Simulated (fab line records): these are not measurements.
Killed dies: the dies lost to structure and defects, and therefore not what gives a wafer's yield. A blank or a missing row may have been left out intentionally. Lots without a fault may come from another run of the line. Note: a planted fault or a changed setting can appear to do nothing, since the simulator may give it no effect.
A lot that was struck, set against a sound lot | flow sky130 | 16 out of 708 route steps
Sound: the wafers L512.2, L512.3, L512.6. Struck: wafers L524.1, L524.5 (left out: L524.2, a lot-mate that was not struck); the cause follows at the end.
For every step that has rows: the tool of each side, followed by ch and its chambers, followed by its first start. Under that, the readings that differ: sound wafers | struck wafers | difference of the means | sigmas: that difference in standard deviations of wafers without a fault.
alike: readings with means less than 2 such deviations apart, plus words and numbers identical on both sides. not compared: withheld readings, readings lacking a value on some wafer, bounds such as >300 that could conceal the same value, and numbers that have no deviation in the record and whose values overlap.
Wherever a step has rows on one side only, a row that says differs or no value, or a row with sigmas, the two part there. When numbers do not overlap yet have no deviation, they are printed without sigmas and do not part them. A reading missing from all wafers of one side parts the sides only when that side holds two or more wafers.

SKY_SD_N_OVL_MEAS_08:
  struck on overlay-01, day 34 05:26; sound on overlay-01, day 29 19:32
  alike: SD_N_OVL
then, 2 steps without rows for these wafers: SKY_SD_N_IMPLANT_09; SKY_SD_N_IMPLANT_10.
SKY_SD_N_STRIP_11: strips in O2/N2.
  sound on plasma asher-03 ch 0,1, day 29 19:52; struck on plasma asher-02 ch 0,1, day 34 05:46
  alike: drypump motor current A, oes product au, strip time to endpoint s
  not compared: rf hours counter h
SKY_SD_N_TW_MEAS_12:
  struck on film metro-03, day 34 05:52; sound on film metro-04, day 29 19:58
  alike: SD_N_TW
then, 1 step without rows for these wafers: SKY_SD_N_CLEAN_13 (cleans in SC1/SC2, time 150 s).
SKY_SD_N_RTA_14: time 2 s.
  sound on rtp anneal-02 ch 0, day 29 20:05; struck on rtp anneal-01 ch 0, day 34 05:59
  alike: lamp power pct, wafer_temp_C_max
SKY_SD_N_RS_MEAS_16: a four-point-probe measurement.
  struck on film metro-02, day 34 06:13; sound on film metro-03, day 29 20:16
  reading          | sound             | struck      | difference | sigmas
  SD_N_RS (ohm/sq) | 68.57 68.63 68.61 | 68.34 68.43 | -0.22      | -2
SKY_SD_N_RS_MEAS_17: a four-point-probe measurement.
  struck on film metro-02, day 34 06:20; sound on film metro-03, day 29 20:23
  reading          | sound             | struck      | difference | sigmas
  SD_P_RS (ohm/sq) | 147.4 147.6 148.0 | 146.4 146.6 | -1.2       | -3
SKY_SD_N_RS_MEAS_18: a four-point-probe measurement.
  struck on film metro-02, day 34 06:27; sound on film metro-03, day 29 20:30
  alike: RES_XHIGH_RS
then, 1 step without rows for these wafers: SKY_SALICIDE_CLEAN_00 (cleans in HF-last, time 30 s).
SKY_LI_CONTACT_HDPCVD_00: deposits PSG, target thk 930 nm, time 155 s.
  sound on hdpcvd-01 ch 0,1, day 29 20:37; struck on hdpcvd-01 ch 0, day 34 06:35
  reading                                       | sound             | struck      | difference | sigmas
  run length s (s)                              | 184.2 182.5 182.2 | 197.2 197.0 | +14.1      | +24
  model.PSG_of_LI_CONTACT_HDPCVD_00.thk nm (nm) | 930.7 930.6 928.2 | 1034 1028   | +101       |
SKY_LI_CONTACT_THK_MEAS_01:
  struck on film metro-02, day 34 06:41; sound on film metro-02, day 29 20:44
  reading                    | sound       | struck    | difference | sigmas
  LI_CONTACT_HDPCVD_THK (nm) | 932 931 929 | 1035 1028 | +101       | +12
SKY_LI_CONTACT_CMP_02: polishes PSG.
  sound on cmp-01 ch 0,1,2, day 29 20:53; struck on cmp-02 ch 0,2, day 34 06:50
  alike: motor current A, time to endpoint s
SKY_LI_CONTACT_BOW_MEAS_03:
  struck on film metro-02, day 34 07:02; sound on film metro-04, day 29 21:06
  alike: LI_CONTACT_BOW
following that, these wafers have no rows for 1 step: SKY_PAD_OPEN_PROBE_99.

== WHERE THEY PART ==
Last at SKY_LI_CONTACT_THK_MEAS_01 as far as this record goes, first at SKY_SD_N_RS_MEAS_16. Later steps at which nothing parts them and some readings are alike: SKY_LI_CONTACT_CMP_02, SKY_LI_CONTACT_BOW_MEAS_03.

WHY: what had been put in by the simulator
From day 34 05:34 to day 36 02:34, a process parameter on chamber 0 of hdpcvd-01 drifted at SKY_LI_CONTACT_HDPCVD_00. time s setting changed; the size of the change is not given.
